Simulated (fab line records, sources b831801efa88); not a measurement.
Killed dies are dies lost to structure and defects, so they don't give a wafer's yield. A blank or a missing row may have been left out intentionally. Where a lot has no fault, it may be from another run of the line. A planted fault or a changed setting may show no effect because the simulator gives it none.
fab line records    flow sfqLine
record lots=6  wafers=18  lastDay=92
route steps=325 shown M1@68 I1@73
lots untouched by any fault: they come from a run of this same line in which no faults occurred
startH: the number of hours between the record's first day and the start of the first shown wafer of the lot    waitH: time in hours since the lot's previous step    " repeats the value in the row above    L1.1+2: a single row standing in for several wafers    - no value, or no start was given    * or withheld: withheld    < > ~ a bound
route shown NAME@n: names a module that has steps shown in the file, with the first one's number in the route    usual: mean and standard deviation over wafers with no fault    same: alike in all rows    chamber/n: place in a boat    sites: each site's reading    _std_site: their standard deviation    _edge_site: mean of outer sites minus mean of inner sites    radiusMm: for every site, how far away it sits from the centre of the wafer    mask NAME#n: copy n    behind: the last tool/chamber to shape the wafer    hold: cause of the lot's hold/its duration in hours/its outcome    device: whichever transistor did not switch (one of n, p or np)    end of line: at the end of the route, the tests of the same wafers    for a step that has no rows: nothing shown but its recipe    killed: not the wafer's yield, but the dies lost to structure and defects at the first sort    map: the dies of a wafer, with x for killed, . for not killed, _ for no die there
set.NAME: setting as actually run; set.NAME@STEP: the setting as run at that earlier step    model.NAME: the simulator's own value behind a step, which no gauge read
certain route steps with their lots: each step a table, each wafer a row
services: when a tool's chamber went out of use (startH, in hours from the record's first day, below 0 if earlier), for how many hours, and the reason
## steps
# step SFQ_M1_OVL_MEAS_911
# usual M1_OVL=1/5
lot.wafer  tool        chamber  startH  waitH  M1_OVL[nm]
L910.1     overlay-01  -        423.51  0.1    -2
L910.2     "           -        "       "      -3
L910.3     "           -        "       "      -2
L912.2     overlay-02  -        434.44  0.1    2
L912.5     "           -        "       "      8
L912.6     "           -        "       "      5
L914.2     overlay-01  -        471.78  0.1    -1
L914.3     "           -        "       "      -7
L914.6     "           -        "       "      -1
L923.1     overlay-02  -        552.83  0.1    1
L923.2     "           -        "       "      8
L923.5     "           -        "       "      5
L924.1     overlay-01  -        564.83  0.1    6
L924.4     "           -        "       "      3
L924.6     "           -        "       "      0
L929.3     overlay-02  -        698.45  0.1    -9
L929.4     "           -        "       "      6
L929.5     "           -        "       "      -16
# step SFQ_TRILAYER_M1_BARC_OPEN_METAL_ETCH_054
# recipe maskMaterial=PR  chemistry=O2  targetDepthNm=125  target=BARC  icpW=600  biasW=80  pressureMtorr=10  timeS=41.7
# usual drypumpMotorCurrentA=5.6/0.34  oesProductAu=0.685/0.0047
lot.wafer  tool         chamber  startH  waitH  drypumpMotorCurrentA  oesProductAu  rfHoursCounterH
L910.1     rieMetal-03  1        423.55  0.0    5.2                   0.683         58
L910.2     "            0        "       "      5.9                   0.691         76
L910.3     "            0        "       "      5.9                   0.688         -
L912.2     rieMetal-01  1        434.47  0.0    6.0                   0.691         25
L912.5     "            0        "       "      5.3                   0.688         -
L912.6     "            1        "       "      6.0                   0.686         -
L914.2     rieMetal-04  1        471.81  0.0    5.5                   0.684         87
L914.3     "            0        "       "      5.4                   0.678         -
L914.6     "            0        "       "      5.4                   0.685         -
L923.1     rieMetal-03  0        552.87  0.0    5.9                   0.689         97
L923.2     "            1        "       "      5.2                   0.683         78
L923.5     "            1        "       "      5.2                   0.679         -
L924.1     rieMetal-03  1        564.87  0.0    5.2                   0.685         80
L924.4     "            1        "       "      5.1                   0.685         -
L924.6     "            0        "       "      5.9                   0.692         -
L929.3     rieMetal-04  1        698.50  0.0    5.5                   0.683         -
L929.4     "            0        "       "      5.4                   0.678         -
L929.5     "            0        "       "      5.4                   0.682         -
# step SFQ_TRILAYER_M1_ETCH_METAL_ETCH_042
# recipe target=Nb  stopOn=SiO2  maskMaterial=PR  chemistry=Cl2/Ar  targetDepthNm=240  icpW=600  biasW=80  pressureMtorr=10  timeS=120
# step SFQ_TRILAYER_M1_STRIP_STRIP_043
# recipe gas=O2  powerW=200  platenTempC=40  overashFraction=0.65  chemistry=O2  pressureMtorr=50
# usual drypumpMotorCurrentA=5.6/0.34  oesProductAu=1.002/0.013
lot.wafer  tool         chamber  startH  waitH  drypumpMotorCurrentA  oesProductAu  rfHoursCounterH
L910.1     rieMetal-03  1        423.73  0.1    5.2                   0.990         58
L910.2     "            0        "       "      6.0                   1.023         76
L910.3     "            0        "       "      5.9                   1.021         -
L912.2     rieMetal-01  1        434.66  0.1    6.0                   0.990         25
L912.5     "            0        "       "      5.3                   0.991         -
L912.6     "            1        "       "      6.0                   0.990         -
L914.2     rieMetal-04  1        471.99  0.1    5.5                   1.009         87
L914.3     "            0        "       "      5.4                   1.029         -
L914.6     "            0        "       "      5.4                   1.024         -
L923.1     rieMetal-03  0        553.05  0.1    5.9                   1.029         97
L923.2     "            1        "       "      5.2                   1.003         78
L923.5     "            1        "       "      5.1                   1.006         -
L924.1     rieMetal-03  1        565.05  0.1    5.1                   0.985         80
L924.4     "            1        "       "      5.2                   0.988         -
L924.6     "            0        "       "      5.9                   1.019         -
L929.3     rieMetal-04  1        698.86  0.2    5.4                   1.002         -
L929.4     "            0        "       "      5.4                   0.997         -
L929.5     "            0        "       "      5.4                   0.994         -
# step SFQ_TRILAYER_M1_STRIP_SOLV_CLEAN_044
# recipe chemistry=NMP  tempC=70  timeS=600
# step SFQ_TRILAYER_I1_DEP_PECVD_045
# recipe material=SiO2  tempC=150  timeS=111.11  pressureTorr=2.4  rfW=183.3  precursor=SiH4/N2O  targetThkNm=500
# step SFQ_TRILAYER_I1_CMP_CMP_046
# recipe material=SiO2  downForcePsi=3  platenRpm=60  padVelocityMS=0.94248
# usual motorCurrentA=10.2/0.63  timeToEndpointS=212/7.7
lot.wafer  tool    chamber  startH  waitH  motorCurrentA  timeToEndpointS
L910.2     cmp-01  3        424.59  0.0    10.4           207
L910.3     "       0        "       "      9.5            209
L910.1     "       2        426.09  1.5    11.1           220
L912.2     cmp-02  2        437.11  1.6    10.2           207
L912.6     "       0        438.11  2.6    10.4           213
L912.5     "       1        "       "      9.7            201
L914.2     cmp-02  0        475.90  3.1    10.5           219
L914.3     "       1        "       "      9.5            211
L914.6     "       3        477.51  4.6    11.3           227
L923.2     cmp-02  3        553.91  0.0    10.8           208
L923.1     "       0        "       "      10.6           202
L923.5     "       3        555.91  2.0    10.6           216
L924.4     cmp-02  2        566.41  0.5    9.7            220
L924.1     "       3        "       "      10.8           220
L924.6     "       2        568.41  2.5    9.8            213
L929.4     cmp-01  0        699.51  0.0    10.4           215
L929.3     "       1        "       "      9.5            202
L929.5     "       1        702.01  2.5    10.3           207
# step SFQ_I1_BOW_MEAS_912
# recipe mode=bow
# usual I1_BOW=2/6.6
lot.wafer  tool          chamber  startH  waitH  I1_BOW[um]
L910.1     filmMetro-03  -        427.59  1.0    2
L910.2     "             -        "       "      4
L910.3     "             -        "       "      15
L912.2     filmMetro-03  -        439.13  1.5    10
L912.5     "             -        "       "      -6
L912.6     "             -        "       "      -5
L914.2     filmMetro-03  -        478.07  1.6    9
L914.3     "             -        "       "      8
L914.6     "             -        "       "      3
L923.1     filmMetro-03  -        556.91  2.0    5
L923.2     "             -        "       "      0
L923.5     "             -        "       "      1
L924.1     filmMetro-02  -        568.91  1.5    -2
L924.4     "             -        "       "      -7
L924.6     "             -        "       "      -6
L929.3     filmMetro-03  -        702.55  2.0    2
L929.4     "             -        "       "      9
L929.5     "             -        "       "      8
# step SFQ_TRILAYER_I1_METRO_MEASURE_047
# usual thkNm=199.4/1
lot.wafer  tool          chamber  startH  waitH  thkNm
L910.1     filmMetro-03  -        427.71  0.1    200.5
L910.2     "             -        "       "      198.9
L910.3     "             -        "       "      199.4
L912.2     filmMetro-03  -        439.43  0.3    198.5
L912.5     "             -        "       "      198.3
L912.6     "             -        "       "      198.7
L914.2     filmMetro-03  -        478.37  0.3    200.6
L914.3     "             -        "       "      200.2
L914.6     "             -        "       "      201.2
L923.1     filmMetro-03  -        557.03  0.1    200.6
L923.2     "             -        "       "      200.2
L923.5     "             -        "       "      200.0
L924.1     filmMetro-02  -        569.03  0.1    200.3
L924.4     "             -        "       "      199.9
L924.6     "             -        "       "      199.9
L929.3     filmMetro-03  -        703.03  0.5    198.1
L929.4     "             -        "       "      198.2
L929.5     "             -        "       "      197.8
# step SFQ_TRILAYER_I1_VIA_LITHO_COAT_054
# recipe resist=BARC  spinRpm=3000  resistThkNm=62
# step SFQ_TRILAYER_I1_VIA_LITHO_COAT_049
# recipe resist=KrF  spinRpm=3000  resistThkNm=650
# step SFQ_TRILAYER_I1_VIA_LITHO_SOFTBAKE_053
# recipe tempC=withheld  timeS=withheld  resist=KrF
# step SFQ_TRILAYER_I1_VIA_LITHO_EXPOSE_050
# recipe maskId=I1  na=0.6  sourceShape=conventional  sigmaOuter=0.65  targetCdNm=500  doseMj=21.3
# usual exposureDoseMJCm2=21.305/0.02
# same sigmaOuter=0.65
lot.wafer  tool           chamber  startH  waitH  mask  exposureDoseMJCm2
L910.1     krfScanner-01  0        593.33  -      I1#0  21.280
L910.2     "              0        "       "      I1#0  21.274
L910.3     "              0        "       "      I1#0  21.301
L912.2     krfScanner-01  0        599.53  -      I1#0  21.337
L912.5     "              0        "       "      I1#0  21.337
L912.6     "              0        "       "      I1#0  21.312
L914.2     krfScanner-02  0        630.86  -      I1#0  21.277
L914.3     "              0        "       "      I1#0  21.277
L914.6     "              0        "       "      I1#0  21.292
L923.1     krfScanner-01  0        715.58  -      I1#0  23.345
L923.2     "              0        "       "      I1#0  23.321
L923.5     "              0        "       "      I1#0  23.352
L924.1     krfScanner-01  0        725.18  -      I1#0  23.323
L924.4     "              0        "       "      I1#0  23.309
L924.6     "              0        "       "      I1#0  23.342
L929.3     krfScanner-02  0        863.95  -      I1#0  21.354
L929.4     "              0        "       "      I1#0  21.297
L929.5     "              0        "       "      I1#0  21.309
# step SFQ_TRILAYER_I1_VIA_LITHO_PEB_052
# recipe pebTempC=115  pebTimeS=60  resist=KrF
# step SFQ_TRILAYER_I1_VIA_LITHO_DEVELOP_051
# recipe timeS=60  resist=KrF
# step SFQ_I1_OVL_MEAS_913
# usual I1_OVL=3/5.3
lot.wafer  tool        chamber  startH  waitH  I1_OVL[nm]
L910.1     overlay-01  -        594.83  0.1    -1
L910.2     "           -        "       "      5
L910.3     "           -        "       "      1
L912.2     overlay-02  -        600.84  0.1    -5
L912.5     "           -        "       "      3
L912.6     "           -        "       "      -11
L914.2     overlay-01  -        632.16  0.1    0
L914.3     "           -        "       "      5
L914.6     "           -        "       "      4
L923.1     overlay-01  -        717.08  0.1    -5
L923.2     "           -        "       "      3
L923.5     "           -        "       "      -5
L924.1     overlay-02  -        726.68  0.1    -1
L924.4     "           -        "       "      -2
L924.6     "           -        "       "      -2
L929.3     overlay-01  -        865.07  0.1    8
L929.4     "           -        "       "      -4
L929.5     "           -        "       "      0
# step SFQ_TRILAYER_I1_VIA_BARC_OPEN_VIA_ETCH_071
# recipe maskMaterial=PR  chemistry=O2  targetDepthNm=125  target=BARC  sourceW=500  biasW=80  pressureMtorr=30  timeS=41.7
# usual drypumpMotorCurrentA=5.4/0.36  oesProductAu=0.685/0.005
lot.wafer  tool        chamber  startH  waitH  drypumpMotorCurrentA  oesProductAu  rfHoursCounterH  model.I1.cdNm
L910.1     rieDiel-03  2        594.87  0.0    5.1                   0.687         29               501.1
L910.2     "           1        "       "      4.8                   0.685         6                498.4
L910.3     "           0        "       "      5.3                   0.695         48               497.7
L912.2     rieDiel-03  1        600.87  0.0    4.8                   0.690         6                495.9
L912.5     "           0        "       "      5.3                   0.682         -                496.1
L912.6     "           3        "       "      5.5                   0.677         -                499.6
L914.2     rieDiel-03  2        632.19  0.0    5.1                   0.691         30               501
L914.3     "           0        "       "      5.3                   0.680         49               499.5
L914.6     "           1        "       "      4.8                   0.693         -                497.3
L923.1     rieDiel-04  1        717.11  0.0    5.2                   0.686         6                512.7
L923.2     "           2        "       "      5.4                   0.677         8                512.4
L923.5     "           1        "       "      5.2                   0.686         -                513
L924.1     rieDiel-04  3        726.71  0.0    5.6                   0.682         6                514.6
L924.4     "           2        "       "      5.4                   0.688         8                512.9
L924.6     "           3        "       "      5.6                   0.685         -                513.8
L929.3     rieDiel-03  3        865.09  0.0    5.5                   0.696         1                497.4
L929.4     "           1        "       "      4.8                   0.684         -                499.6
L929.5     "           0        "       "      5.3                   0.686         -                499
# step SFQ_TRILAYER_I1_VIA_ETCH_VIA_ETCH_052
# recipe target=SiO2  stopOn=Nb  maskMaterial=PR  taperDeg=20  chemistry=CHF3  targetDepthNm=260  sourceW=500  biasW=80  pressureMtorr=30  timeS=withheld
# usual drypumpMotorCurrentA=5.4/0.36  oesProductAu=0.853/0.0048
lot.wafer  tool        chamber  startH  waitH  drypumpMotorCurrentA  oesProductAu  model.I1.cdNm
L910.1     rieDiel-03  2        594.91  0.0    5.1                   0.855         501.7
L910.2     "           1        "       "      4.7                   0.851         499.1
L910.3     "           0        "       "      5.3                   0.850         494.9
L912.2     rieDiel-03  1        600.91  0.0    4.8                   0.847         495.4
L912.5     "           0        "       "      5.3                   0.859         493.4
L912.6     "           3        "       "      5.5                   0.849         501.7
L914.2     rieDiel-03  2        632.23  0.0    5.1                   0.848         499.2
L914.3     "           0        "       "      5.3                   0.855         497.6
L914.6     "           1        "       "      4.8                   0.857         499.7
L923.1     rieDiel-04  1        717.15  0.0    5.2                   0.850         513
L923.2     "           2        "       "      5.5                   0.854         511.5
L923.5     "           1        "       "      5.2                   0.856         514.1
L924.1     rieDiel-04  3        726.75  0.0    5.7                   0.857         516.2
L924.4     "           2        "       "      5.4                   0.850         511.7
L924.6     "           3        "       "      5.6                   0.851         513.5
L929.3     rieDiel-03  3        865.13  0.0    5.5                   0.849         501.4
L929.4     "           1        "       "      4.8                   0.847         504
L929.5     "           0        "       "      5.3                   0.849         500.7
# step SFQ_TRILAYER_I1_VIA_STRIP_STRIP_053
# recipe gas=O2  powerW=200  platenTempC=40  overashFraction=0.65  chemistry=O2  pressureMtorr=50
# usual drypumpMotorCurrentA=5.6/0.4  oesProductAu=1.006/0.011
lot.wafer  tool         chamber  startH  waitH  drypumpMotorCurrentA  oesProductAu  rfHoursCounterH
L910.1     rieMetal-02  0        595.02  -      5.5                   1.011         122
L910.2     "            0        "       "      5.5                   0.999         -
L910.3     "            0        "       "      5.5                   1.000         -
L912.2     rieMetal-04  0        601.02  -      5.4                   1.022         3
L912.5     "            0        "       "      5.4                   1.021         -
L912.6     "            1        "       "      5.5                   1.003         -
L914.2     rieMetal-04  1        632.35  -      5.5                   1.000         109
L914.3     "            1        "       "      5.5                   0.998         -
L914.6     "            0        "       "      5.4                   1.016         -
L923.1     rieMetal-02  0        717.27  -      5.6                   1.015         140
L923.2     "            1        "       "      6.3                   1.017         15
L923.5     "            1        "       "      6.3                   1.003         -
L924.1     rieMetal-04  1        726.87  -      5.5                   1.004         120
L924.4     "            0        "       "      5.4                   1.008         -
L924.6     "            1        "       "      5.5                   1.005         -
L929.3     rieMetal-03  1        865.44  -      5.2                   1.011         -
L929.4     "            0        "       "      5.9                   1.019         -
L929.5     "            1        "       "      5.1                   1.008         -
## services
tool          chamber  startH  hours  kind
rieDiel-03    0        418.95  24.7   repair
rieMetal-04   -        434.86  0.7    repair
rieMetal-03   -        440.95  0.4    repair
filmMetro-03  -        446.32  0.5    pm
filmMetro-03  -        461.82  4.8    repair
filmMetro-03  -        489.42  2.5    pm
rieMetal-04   1        495.22  4.0    repair
rieMetal-03   -        498.78  4.6    repair
rieDiel-03    3        501.05  22.1   repair
rieDiel-03    -        509.40  0.6    repair
rieDiel-03    0        602.30  6.2    repair
filmMetro-03  -        607.72  0.4    pm
rieDiel-03    0        616.75  6.6    repair
rieMetal-04   -        682.61  0.5    repair
filmMetro-03  -        691.32  1.7    pm
rieMetal-04   -        719.32  4.1    repair
rieMetal-03   1        719.63  14.9   repair
rieDiel-03    1        732.19  3.9    repair
filmMetro-03  -        734.54  0.3    pm
rieMetal-04   -        762.44  2.8    pm
rieMetal-03   0        765.70  5.8    repair
rieDiel-03    -        767.97  0.8    repair
rieMetal-04   -        795.92  1.4    pm
rieMetal-04   0        856.23  12.5   repair
## key
firstSign step=SFQ_TRILAYER_I1_VIA_LITHO_EXPOSE_050  reading=exposureDoseMJCm2  direction=up  sigmas=99+  usual=21.305  struck=23.332
effect none on later readings
modelEffect step=SFQ_TRILAYER_I1_VIA_BARC_OPEN_VIA_ETCH_071  value=I1.cdNm  without=498.5  struck=513.2
modelEffect step=SFQ_TRILAYER_I1_VIA_ETCH_VIA_ETCH_052  value=I1.cdNm  without=498.6  struck=513.3
metAt SFQ_TRILAYER_I1_VIA_LITHO_EXPOSE_050
struckWafers L923.1,L923.2,L923.5,L924.1,L924.4,L924.6
onsetBetween 599.53 715.58
fault kind=processParameterDrift  tool=krfScanner-01  chamber=-  onsetH=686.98  steps=SFQ_TRILAYER_I1_VIA_LITHO_EXPOSE_050  channel=doseMj  offset=2.0422  shape=step  actsIn=theseRecipesOnly  stated=21.3
